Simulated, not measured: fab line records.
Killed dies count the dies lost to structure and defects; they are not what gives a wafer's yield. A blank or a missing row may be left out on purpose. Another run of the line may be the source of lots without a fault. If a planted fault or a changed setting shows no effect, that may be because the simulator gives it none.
The same fault as seen by 2 desks :: flow gf180mcu :: what lay behind the numbers comes last; until then each desk has only its own

## DESK OF THE TOOL OWNER: litho_track-03
The tool's own readings at GF_HV_LDD_SOFTBAKE_03 (time 60 s): means of the sampled wafers that have a number, for each lot that ran on this tool. If a lot's mean is further than 4 standard deviations from the usual mean, the lot is out of limits and carries the mark OUT (the distance appears in the brackets).
Columns: A = heater_power_total_W at GF_HV_LDD_SOFTBAKE_03, usual 56.60 W; B = plate_temp_C at GF_HV_LDD_SOFTBAKE_03, usual 90.04 C; C = run_length_s at GF_HV_LDD_SOFTBAKE_03, usual 89.08 s
lot: L409
first seen here: day 12 01:34
A: 56.58
B: 90.03
C: 89.14

lot: L410
first seen here: day 12 06:16
A: 56.56
B: 90.02
C: 89.14

lot: L413
first seen here: day 12 23:14
A: 56.56
B: 90.00
C: 89.22

lot: L415
first seen here: day 13 13:11
A: 56.63
B: 90.15
C: 89.30

lot: L420
first seen here: day 15 03:19
A: 56.61
B: 90.05
C: 106.14 (+99 or more) OUT

lot: L424
first seen here: day 16 05:05
A: 56.62
B: 90.07
C: 106.26 (+99 or more) OUT
This desk's finding: out of limits on L420, L424; first on L420, day 15 03:19 (run_length_s at GF_HV_LDD_SOFTBAKE_03). Within limits: L409, L410, L413, L415.

## FROM THE METROLOGY DESK
What the gauges read, lot by lot, whatever tool the lot ran on: means of the sampled wafers that have a number. If a lot's mean is further than 4 standard deviations from the usual mean, the lot is out of limits and carries the mark OUT (the distance appears in the brackets).
Columns: A = NSD_TW at GF_NSD_TW_MEAS_12, usual 4262
lot: L404
first seen here: day 14 07:53
A: 4231

lot: L407
first seen here: day 15 03:44
A: 4321

lot: L408
first seen here: day 15 18:47
A: 4207

lot: L409
first seen here: day 16 05:05
A: 4327

lot: L410
first seen here: day 16 09:11
A: 4338

lot: L413
first seen here: day 17 05:49
A: 4259

lot: L414
first seen here: day 17 10:58
A: 4308

lot: L415
first seen here: day 17 19:09
A: 4254

lot: L416
first seen here: day 18 05:08
A: 4273

lot: L420
first seen here: day 19 16:02
A: 4200

lot: L421
first seen here: day 19 21:50
A: 4212

lot: L424
first seen here: day 20 19:50
A: 4242

lot: L425
first seen here: day 21 01:03
A: 4240
Result from this desk: across the 13 lots, nothing is out of limits.

## TAKEN TOGETHER
An alarm could have come from the tool owner's desk at day 15 03:19, on L420, L424.
From the metrology desk's view, nothing was out of limits.
The metrology desk holds a record of L420, L424, inside its limits.
The lots listed all ran GF_HV_LDD_SOFTBAKE_03 on litho_track-03.

## WHAT THE SIMULATOR HAD INSERTED
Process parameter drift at GF_HV_LDD_SOFTBAKE_03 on litho_track-03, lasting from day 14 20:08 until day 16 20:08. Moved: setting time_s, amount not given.
Struck lots among those shown: L420, L424.
Hours from the fault's start to each desk's first reading out of limits: the tool owner's desk, 7.
